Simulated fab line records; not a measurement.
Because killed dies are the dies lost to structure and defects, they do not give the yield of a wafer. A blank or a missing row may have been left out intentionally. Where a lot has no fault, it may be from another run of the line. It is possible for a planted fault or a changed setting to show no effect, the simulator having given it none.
fab line records	flow gf180mcu
record lots=13	wafers=35	lastDay=34
route steps=602 shown M2@365 V2@405 M3@414
lots that met no fault: taken from a fault-free run of the same line
startH: hours from the record's opening day to when the first of the lot's shown wafers began	waitH: hours from the lot's prior step to this one	" unchanged from the row above	L1.1+2: a single row standing in for several wafers	- no value, or no start was given	* or withheld: withheld	< > ~ a bound
route shown NAME@n: NAME is a module with steps in the file, n the number in the route of the first one	usual: average and standard deviation across the fault-free wafers	same: alike in all rows	chamber/n: place in a boat	sites: per-site readings	_std_site: their standard deviation	_edge_site: outer sites' mean less inner sites'	radiusMm: how far each site lies from the wafer's centre	mask NAME#n: copy n	behind: the tool/chamber that last shaped the wafer	hold: why the lot was held/for how many hours/how that ended	device: the transistor (n, p or np) that didn't switch	end of line: the tests these same wafers got at the end of their route	a step given without rows: its recipe and nothing more	killed: count of dies lost to structure and defects at first sort (not the wafer's yield)	map: dies across one wafer; x = killed, . = not, _ = none there
set.NAME: setting as actually run; set.NAME@STEP: the setting as run at that earlier step	model.NAME: the simulator's own value behind a step, which no gauge read
the route's steps for a sample of lots (tables are steps, rows are wafers)
services: from which hour (startH, from the record's first day; less than 0 if before it) a tool's chamber was out of use, for how many hours, and why
## steps
# step GF_M2_SPUTTER_03
# recipe material=Ti	targetThkNm=10	substrateTempC=300	chamberPressurePa=0.3	powerW=3000	timeS=6.7
# usual throttleValvePct=30.3/0.79
lot.wafer	tool	chamber	startH	waitH	throttleValvePct
L859.2	pvdSputter-03	-	413.57	0.0	30.7
L859.3	"	-	"	"	29.8
L859.6	"	-	"	"	30.8
L860.1	pvdSputter-01	-	419.80	0.0	31.5
L860.5	"	-	"	"	30.7
L860.6	"	-	"	"	31.4
L862.1	pvdSputter-02	-	445.29	0.0	30.2
L862.3	"	-	"	"	31.1
L862.5	"	-	"	"	30.3
L863.2	pvdSputter-01	-	461.33	0.0	30.4
L863.5	"	-	"	"	30.0
L863.6	"	-	"	"	29.1
L866.2	pvdSputter-01	-	478.62	0.0	30.9
L866.3	"	-	"	"	31.3
L866.4	"	-	"	"	30.3
L867.2	pvdSputter-03	-	491.08	0.0	30.9
L867.5	"	-	"	"	29.9
L867.6	"	-	"	"	30.5
L869.2	pvdSputter-02	-	505.91	0.0	30.4
L869.3	"	-	"	"	29.0
L869.4	"	-	"	"	31.0
L871.1	pvdSputter-01	-	520.73	0.0	31.6
L872.1	pvdSputter-01	-	528.19	0.0	30.6
L872.2	"	-	"	"	31.6
L872.6	"	-	"	"	30.5
L873.6	pvdSputter-02	-	535.96	0.0	31.3
L875.2	pvdSputter-03	-	553.73	0.0	30.0
L875.3	"	-	"	"	30.8
L875.4	"	-	"	"	31.2
L877.1	pvdSputter-03	-	568.43	0.0	29.9
L877.3	"	-	"	"	30.8
L877.6	"	-	"	"	30.8
L882.1	pvdSputter-03	-	609.08	0.0	29.8
L882.3	"	-	"	"	31.1
L882.4	"	-	"	"	30.8
# step GF_M2_STRIP_17
# recipe chemistry=O2/N2	powerW=1400	pressureMtorr=1500	platenTempC=250	o2FlowSccm=3000	n2FlowSccm=300	overashFraction=0.5
# usual drypumpMotorCurrentA=5.5/0.37	heaterPowerW=316/34	oesProductAu=0.561/0.0044	stripTimeToEndpointS=7.96/0.042
# same overashFraction=0.5
lot.wafer	tool	chamber	startH	waitH	drypumpMotorCurrentA	heaterPowerW	oesProductAu	rfHoursCounterH	stripTimeToEndpointS
L859.2	plasmaAsher-04	1	438.05	0.1	5.3	309	0.565	34	8.04
L859.3	"	0	"	"	5.5	281	0.565	-	7.95
L859.6	"	1	"	"	5.3	301	0.564	-	7.98
L860.1	plasmaAsher-01	0	444.26	0.1	5.8	387	0.558	85	7.98
L860.5	"	0	"	"	5.8	385	0.559	-	7.98
L860.6	"	1	"	"	6.2	291	0.557	-	7.98
L862.1	plasmaAsher-04	1	470.06	0.1	5.3	312	0.560	38	7.91
L862.3	"	0	"	"	5.5	278	0.558	-	7.88
L862.5	"	0	"	"	5.5	283	0.556	-	7.91
L863.2	plasmaAsher-01	0	486.02	0.1	5.7	383	0.558	90	7.93
L863.5	"	0	"	"	5.8	391	0.551	-	7.89
L863.6	"	1	"	"	6.2	285	0.560	-	7.93
L866.2	plasmaAsher-01	1	503.15	0.1	6.2	288	0.560	92	8.01
L866.3	"	1	"	"	6.2	291	0.559	-	7.96
L866.4	"	0	"	"	5.7	377	0.561	-	7.94
L867.2	plasmaAsher-02	1	515.68	0.1	5.0	296	0.556	69	7.88
L867.5	"	1	"	"	4.9	296	0.564	-	8.01
L867.6	"	0	"	"	5.6	339	0.558	-	7.93
L869.2	plasmaAsher-04	0	530.19	0.1	5.5	291	0.563	44	8.00
L869.3	"	1	"	"	5.3	315	0.561	-	8.01
L869.4	"	0	"	"	5.5	282	0.560	-	7.97
L871.1	plasmaAsher-02	1	544.78	0.1	5.0	294	0.553	72	7.87
L872.1	plasmaAsher-02	0	551.46	0.1	5.6	340	0.570	73	7.97
L872.2	"	1	"	"	5.0	310	0.561	73	7.93
L872.6	"	1	"	"	4.9	297	0.562	-	7.92
L873.6	plasmaAsher-01	1	558.42	0.1	6.2	289	0.564	-	7.94
L875.2	plasmaAsher-02	1	576.59	0.2	4.9	297	0.562	76	7.97
L875.3	"	1	"	"	5.0	297	0.565	-	8.01
L875.4	"	0	"	"	5.6	343	0.564	-	7.98
L877.1	plasmaAsher-01	0	590.54	0.1	5.7	391	0.556	101	7.91
L877.3	"	0	"	"	5.7	377	0.559	-	7.88
L877.6	"	1	"	"	6.2	290	0.563	-	7.94
L882.1	plasmaAsher-01	1	628.52	0.1	6.2	278	0.557	103	7.92
L882.3	"	1	"	"	6.2	296	0.563	-	7.96
L882.4	"	0	"	"	5.8	396	0.557	-	7.91
# step GF_V2_CVD_23
# recipe material=W	targetThkNm=350	timeS=104.94	tempC=402.8	pressureTorr=40
# usual heaterPowerW=852/31
lot.wafer	tool	chamber	startH	waitH	heaterPowerW
L859.2	cvdW-02	1	464.96	0.0	849
L859.3	"	0	"	"	907
L859.6	"	0	"	"	882
L860.1	cvdW-02	0	470.60	0.0	898
L860.5	"	1	"	"	854
L860.6	"	0	"	"	883
L862.1	cvdW-02	0	496.68	0.0	891
L862.3	"	1	"	"	858
L862.5	"	0	"	"	895
L863.2	cvdW-02	1	511.88	0.0	872
L863.5	"	0	"	"	897
L863.6	"	1	"	"	837
L866.2	cvdW-01	0	528.99	0.0	806
L866.3	"	0	"	"	826
L866.4	"	1	"	"	842
L867.2	cvdW-02	1	541.33	0.0	835
L867.5	"	1	"	"	853
L867.6	"	0	"	"	898
L869.2	cvdW-01	0	555.69	0.0	830
L869.3	"	1	"	"	826
L869.4	"	0	"	"	833
L871.1	cvdW-01	0	569.95	0.0	812
L872.1	cvdW-02	1	575.47	0.0	842
L872.2	"	0	"	"	930
L872.6	"	1	"	"	833
L873.6	cvdW-01	0	582.20	0.1	828
L875.2	cvdW-02	1	599.82	0.0	867
L875.3	"	1	"	"	850
L875.4	"	0	"	"	900
L877.1	cvdW-02	1	613.85	0.0	846
L877.3	"	0	"	"	896
L877.6	"	1	"	"	856
L882.1	cvdW-01	0	649.77	0.0	825
L882.3	"	0	"	"	819
L882.4	"	0	"	"	814
# step GF_V2_RS_MEAS_24
# recipe thkMeasGauge=four-point-probe	reads=W_of_V2_CVD_23+TiN_of_V2_SPUTTER_22+Ti_of_V2_SPUTTER_21
# usual V2_W_RS=0.314/0.0036
lot.wafer	tool	chamber	startH	waitH	V2_W_RS[ohm/sq]
L859.2	filmMetro-04	-	465.09	0.1	0.313
L859.3	"	-	"	"	0.314
L859.6	"	-	"	"	0.312
L860.1	filmMetro-04	-	470.72	0.1	0.309
L860.5	"	-	"	"	0.314
L860.6	"	-	"	"	0.310
L862.1	filmMetro-01	-	496.79	0.1	0.313
L862.3	"	-	"	"	0.318
L862.5	"	-	"	"	0.313
L863.2	filmMetro-02	-	512.02	0.1	0.314
L863.5	"	-	"	"	0.311
L863.6	"	-	"	"	0.313
L866.2	filmMetro-04	-	529.13	0.1	0.307
L866.3	"	-	"	"	0.310
L866.4	"	-	"	"	0.313
L867.2	filmMetro-02	-	541.46	0.1	0.316
L867.5	"	-	"	"	0.314
L867.6	"	-	"	"	0.317
L869.2	filmMetro-02	-	555.83	0.1	0.331
L869.3	"	-	"	"	0.321
L869.4	"	-	"	"	0.329
L871.1	filmMetro-04	-	570.06	0.1	0.325
L872.1	filmMetro-04	-	575.59	0.1	0.319
L872.2	"	-	"	"	0.314
L872.6	"	-	"	"	0.315
L873.6	filmMetro-02	-	582.34	0.1	0.324
L875.2	filmMetro-04	-	599.96	0.1	0.323
L875.3	"	-	"	"	0.321
L875.4	"	-	"	"	0.315
L877.1	filmMetro-02	-	613.96	0.1	0.313
L877.3	"	-	"	"	0.312
L877.6	"	-	"	"	0.316
L882.1	filmMetro-04	-	650.00	0.2	0.315
L882.3	"	-	"	"	0.313
L882.4	"	-	"	"	0.316
# step GF_V2_THK_MEAS_25
# recipe thkMeasGauge=xrf	reads=W_of_V2_CVD_23
# usual V2_W_THK=378/6.2
lot.wafer	tool	chamber	startH	waitH	V2_W_THK[nm]
L859.2	filmMetro-04	-	465.20	0.1	373
L859.3	"	-	"	"	371
L859.6	"	-	"	"	375
L860.1	filmMetro-04	-	470.84	0.1	377
L860.5	"	-	"	"	372
L860.6	"	-	"	"	376
L862.1	filmMetro-01	-	496.91	0.1	386
L862.3	"	-	"	"	381
L862.5	"	-	"	"	391
L863.2	filmMetro-02	-	512.13	0.1	378
L863.5	"	-	"	"	381
L863.6	"	-	"	"	378
L866.2	filmMetro-04	-	529.24	0.1	385
L866.3	"	-	"	"	383
L866.4	"	-	"	"	378
L867.2	filmMetro-02	-	541.57	0.1	382
L867.5	"	-	"	"	383
L867.6	"	-	"	"	381
L869.2	filmMetro-02	-	555.94	0.1	353
L869.3	"	-	"	"	367
L869.4	"	-	"	"	357
L871.1	filmMetro-04	-	570.18	0.1	364
L872.1	filmMetro-04	-	575.71	0.1	369
L872.2	"	-	"	"	374
L872.6	"	-	"	"	371
L873.6	filmMetro-02	-	582.41	0.1	365
L875.2	filmMetro-04	-	600.07	0.1	369
L875.3	"	-	"	"	370
L875.4	"	-	"	"	379
L877.1	filmMetro-02	-	614.08	0.1	380
L877.3	"	-	"	"	382
L877.6	"	-	"	"	378
L882.1	filmMetro-04	-	650.12	0.1	373
L882.3	"	-	"	"	373
L882.4	"	-	"	"	372
# step GF_M3_RS_MEAS_05
# recipe thkMeasGauge=four-point-probe	reads=TiN_of_M3_SPUTTER_04+Ti_of_M3_SPUTTER_03+AlCu_of_M3_SPUTTER_02+TiN_of_M3_SPUTTER_01+Ti_of_M3_SPUTTER_00
# usual M3_ALCU_RS=0.0696/0.00095
lot.wafer	tool	chamber	startH	waitH	M3_ALCU_RS[ohm/sq]
L859.2	filmMetro-01	-	465.79	0.0	0.0701
L859.3	"	-	"	"	0.0703
L859.6	"	-	"	"	0.0677
L860.1	filmMetro-03	-	471.42	0.0	0.0693
L860.5	"	-	"	"	0.0699
L860.6	"	-	"	"	0.0694
L862.1	filmMetro-03	-	497.49	0.0	0.0702
L862.3	"	-	"	"	0.0703
L862.5	"	-	"	"	0.0692
L863.2	filmMetro-02	-	512.88	0.0	0.0691
L863.5	"	-	"	"	0.0694
L863.6	"	-	"	"	0.0705
L866.2	filmMetro-03	-	529.83	0.0	0.0689
L866.3	"	-	"	"	0.0696
L866.4	"	-	"	"	0.0684
L867.2	filmMetro-02	-	542.16	0.0	0.0680
L867.5	"	-	"	"	0.0684
L867.6	"	-	"	"	0.0694
L869.2	filmMetro-01	-	556.53	0.0	0.0691
L869.3	"	-	"	"	0.0692
L869.4	"	-	"	"	0.0705
L871.1	filmMetro-02	-	570.76	0.0	0.0690
L872.1	filmMetro-01	-	576.29	0.0	0.0704
L872.2	"	-	"	"	0.0707
L872.6	"	-	"	"	0.0700
L873.6	filmMetro-02	-	583.04	0.1	0.0709
L875.2	filmMetro-01	-	600.66	0.0	0.0687
L875.3	"	-	"	"	0.0690
L875.4	"	-	"	"	0.0697
L877.1	filmMetro-03	-	614.67	0.0	0.0693
L877.3	"	-	"	"	0.0679
L877.6	"	-	"	"	0.0674
L882.1	filmMetro-01	-	650.70	0.0	0.0708
L882.3	"	-	"	"	0.0688
L882.4	"	-	"	"	0.0708
## services
tool	chamber	startH	hours	kind
cvdW-02	-	390.00	14.0	pm
cvdW-02	0	390.00	14.0	ventCycle
cvdW-02	1	390.00	14.0	ventCycle
cvdW-02	0	404.00	-	clean
cvdW-02	1	404.00	-	clean
pvdSputter-03	0	455.81	-	consumableReplace:kit
pvdSputter-03	0	455.81	18.0	scheduledDown
pvdSputter-03	0	455.81	18.0	ventCycle
pvdSputter-03	-	467.58	21.1	repair
cvdW-01	1	469.35	11.6	repair
cvdW-02	1	500.32	5.0	repair
pvdSputter-03	-	521.49	2.5	repair
pvdSputter-01	-	528.56	4.4	repair
plasmaAsher-02	-	557.60	2.5	repair
plasmaAsher-04	-	560.22	3.4	repair
pvdSputter-01	-	587.82	0.8	repair
plasmaAsher-01	-	599.31	29.1	pm
cvdW-02	-	617.30	28.1	pm
pvdSputter-03	3	631.82	-	consumableReplace:kit
pvdSputter-03	3	631.82	18.0	scheduledDown
pvdSputter-03	3	631.82	18.0	ventCycle
cvdW-01	-	635.87	1.1	repair
cvdW-01	1	647.15	7.2	repair
cvdW-02	-	649.68	14.6	pm
## key
firstSign step=GF_V2_RS_MEAS_24	reading=V2_W_RS	direction=up	sigmas=3.8	usual=0.314	struck=0.327
effect step=GF_V2_THK_MEAS_25	reading=V2_W_THK	direction=down	sigmas=2.9	usual=378	struck=360
metAt GF_V2_CVD_23
struckLots L869,L871,L873
struckWafers L869.2,L869.4,L871.1,L873.6
testerLeftOut L871,L873
notActingAt GF_M2_SPUTTER_03,GF_M2_STRIP_17,GF_M3_RS_MEAS_05
onsetBetween 528.99 555.69
earlierFault kind=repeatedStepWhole	tool=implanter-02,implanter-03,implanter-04	chamber=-	onsetH=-	steps=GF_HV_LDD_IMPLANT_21	times=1	scope=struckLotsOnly
fault kind=processParameterDrift	tool=cvdW-01	chamber=0	onsetH=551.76	steps=GF_V2_CVD_23	channel=targetThkNm	offset=-17.615	shape=step	endH=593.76	actsIn=theseRecipesOnly	stated=350
# testerLeftOut: of these lots the tester's yield and bins aren't shown, on N5 and GAA mostly nor the transistor test; their killed dies are dies lost to structure and defects alone, not to doping, threshold or leakage, so they don't give the yield
